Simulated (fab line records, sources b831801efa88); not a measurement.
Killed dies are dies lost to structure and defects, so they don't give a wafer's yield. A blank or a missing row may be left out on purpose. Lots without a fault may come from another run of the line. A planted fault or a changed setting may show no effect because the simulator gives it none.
Chamber matching | flow gf180mcu | GF_V2_CMP_26 on cmp-02: 4 sister chambers
The step polishes, stops on SiO2, t overpolish 15 s, target thk 0 nm. 8 wafers are shown with their chamber, then 7 later ones without.

WAFERS WITH THEIR CHAMBER
wafer  | chamber | time_to_endpoint_s (s) | motor_current_A (A)
L432.3 | 0       | 86                     | 10.5
L434.2 | 0       | 86                     | 10.7
L434.5 | 3       | 81                     | 9.3
L440.4 | 2       | 86                     | 10.2
L440.5 | 2       | 85                     | 9.6
L440.6 | 3       | 80                     | 8.7
L442.4 | 1       | 87                     | 11.0
L442.5 | 1       | 86                     | 10.2

WAFERS WITHOUT THEIR CHAMBER
wafer  | time_to_endpoint_s (s) | motor_current_A (A)
L442.6 | 86                     | 9.6
L448.2 | 83                     | 10.2
L448.4 | 83                     | 11.0
L448.5 | 85                     | 9.5
L450.2 | 87                     | 10.4
L450.3 | 79                     | 9.7
L450.5 | 86                     | 10.4

WHICH CHAMBER EACH WENT THROUGH
wafer  | from the rows above               | in truth
L442.6 | can't be placed: 2 or 0 or 1      | 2
L448.2 | can't be placed: 2 or 3 or 0 or 1 | 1
L448.4 | can't be placed: 2 or 0 or 1 or 3 | 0
L448.5 | can't be placed: 2 or 0           | 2
L450.2 | can't be placed: 1 or 0 or 2      | 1
L450.3 | 3                                 | 3
L450.5 | can't be placed: 0 or 1 or 2      | 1
Placed correctly: 1 of 7. Can't be placed from these rows: 6 (the true chamber is among the candidates in 6). Placed wrongly: 0.
How it was worked out, from the rows above alone: a wafer's distance from a chamber is the root of the sum, over the readings, of the square of ((its reading less the chamber's mean) divided by the reading's scatter). The wafer belongs to the nearest chamber; if the next one is less than 2 further off, it can't be placed. A chamber's mean is the mean of its shown wafers. The scatter: the root of (the sum of the squares of (reading less its chamber's mean) over the shown wafers, divided by (wafers less chambers)).
